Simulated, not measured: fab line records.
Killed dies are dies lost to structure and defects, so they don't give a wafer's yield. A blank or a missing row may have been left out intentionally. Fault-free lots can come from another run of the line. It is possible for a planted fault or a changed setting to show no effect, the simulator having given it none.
What tool caused it? + flow sky130 + 14 lots with 42 wafers sampled at 2 steps, on a route of 708 steps

WHAT EACH GAUGE READ, for each wafer
SKY_VIA3_THK_MEAS_23: measures by xrf.
| lot  | measured     | on            | VIA3_W_THK (nm) |
|------|--------------|---------------|-----------------|
| L866 | day 40 15:25 | film-metro-03 | 381 378 382     |
| L868 | day 40 23:30 | film-metro-02 | 388 387 375     |
| L867 | day 41 04:02 | film-metro-03 | 392 386 385     |
| L870 | day 41 22:08 | film-metro-03 | 387 385 389     |
| L872 | day 42 06:18 | film-metro-02 | 380 382 393     |
| L873 | day 42 08:08 | film-metro-02 | 383 390 380     |
| L874 | day 42 17:55 | film-metro-02 | 381 376 376     |
| L879 | day 44 00:57 | film-metro-01 | 373 366 378     |
| L880 | day 44 03:54 | film-metro-01 | 382 372 385     |
| L883 | day 45 04:49 | film-metro-03 | 400 387 394     |
| L884 | day 45 05:10 | film-metro-03 | 378 394 378     |
| L885 | day 45 13:26 | film-metro-02 | 384 383 400     |
| L886 | day 45 15:46 | film-metro-03 | 376 377 380     |
| L887 | day 46 00:41 | film-metro-03 | 394 393 393     |

TOOL THAT RAN EACH LOT (tool first, then ch and the chambers of the sampled wafers, then the start)
| lot  | SKY_VIA3_ETCH_15                   |
|------|------------------------------------|
| L866 | rie-diel-01 ch 0,2,3, day 40 14:28 |
| L868 | rie-diel-01 ch 0,1,2, day 40 22:26 |
| L867 | rie-diel-01 ch 0,2,3, day 41 02:58 |
| L870 | rie-diel-03 ch 0,3, day 41 21:07   |
| L872 | rie-diel-04 ch 0,2,3, day 42 05:20 |
| L873 | rie-diel-01 ch 0,1,3, day 42 06:49 |
| L874 | rie-diel-03 ch 0,1,2, day 42 16:49 |
| L879 | rie-diel-04 ch 0,2,3, day 43 23:38 |
| L880 | rie-diel-01 ch 0,2, day 44 02:34   |
| L883 | rie-diel-04 ch 1,2,3, day 45 03:52 |
| L884 | rie-diel-03 ch 0,1,3, day 45 04:13 |
| L885 | rie-diel-01 ch 0,1, day 45 12:29   |
| L886 | rie-diel-04 ch 0,3, day 45 14:47   |
| L887 | rie-diel-03 ch 2,3, day 45 23:07   |
- SKY_VIA3_ETCH_15: etches SiO2 in C4F8/O2/Ar, stops on TiN, target depth 507 nm, time 78 s.

WHAT THE TOOLS THEMSELVES READ (means of the sampled wafers that have a number; where no wafer has one, the mark that the record gives instead)
SKY_VIA3_ETCH_15.
| lot  | tool        | oes-product-au (a.u.) |
|------|-------------|-----------------------|
| L866 | rie-diel-01 | 0.951                 |
| L868 | rie-diel-01 | 0.949                 |
| L867 | rie-diel-01 | 0.949                 |
| L870 | rie-diel-03 | 0.948                 |
| L872 | rie-diel-04 | 0.949                 |
| L873 | rie-diel-01 | 0.948                 |
| L874 | rie-diel-03 | 0.946                 |
| L879 | rie-diel-04 | 0.946                 |
| L880 | rie-diel-01 | 0.950                 |
| L883 | rie-diel-04 | 0.943                 |
| L884 | rie-diel-03 | 0.946                 |
| L885 | rie-diel-01 | 0.948                 |
| L886 | rie-diel-04 | 0.948                 |
| L887 | rie-diel-03 | 0.948                 |

THE ANSWER, worked out from the rows above alone
Rule: the lots themselves supply what counts as usual. The widest of any qualifying gaps counts: lots, ordered by their means at a reading, are off when they make up no more than a third of the lots, leave a main group of 4 or more, and stand apart from it by 3 or more times the standard deviation of that group's means. A main group whose means are all the same, to the digits that the tables above print for the reading, isn't used. Also off: a lot with no number at a reading for which 4 or more lots have one. Where the step has rows for the other lots, those lots are counted as sound. The gauges are gone through in route order, then the tools' own readings, and for those a lot's mean is taken as printed above. The first step at which some lot is off is used, and at that step the reading that is off furthest; a lot without a number counts as furthest.
No lot is off at any reading shown: from this, nothing can be told.

WHAT THE SIMULATOR HAD INSERTED
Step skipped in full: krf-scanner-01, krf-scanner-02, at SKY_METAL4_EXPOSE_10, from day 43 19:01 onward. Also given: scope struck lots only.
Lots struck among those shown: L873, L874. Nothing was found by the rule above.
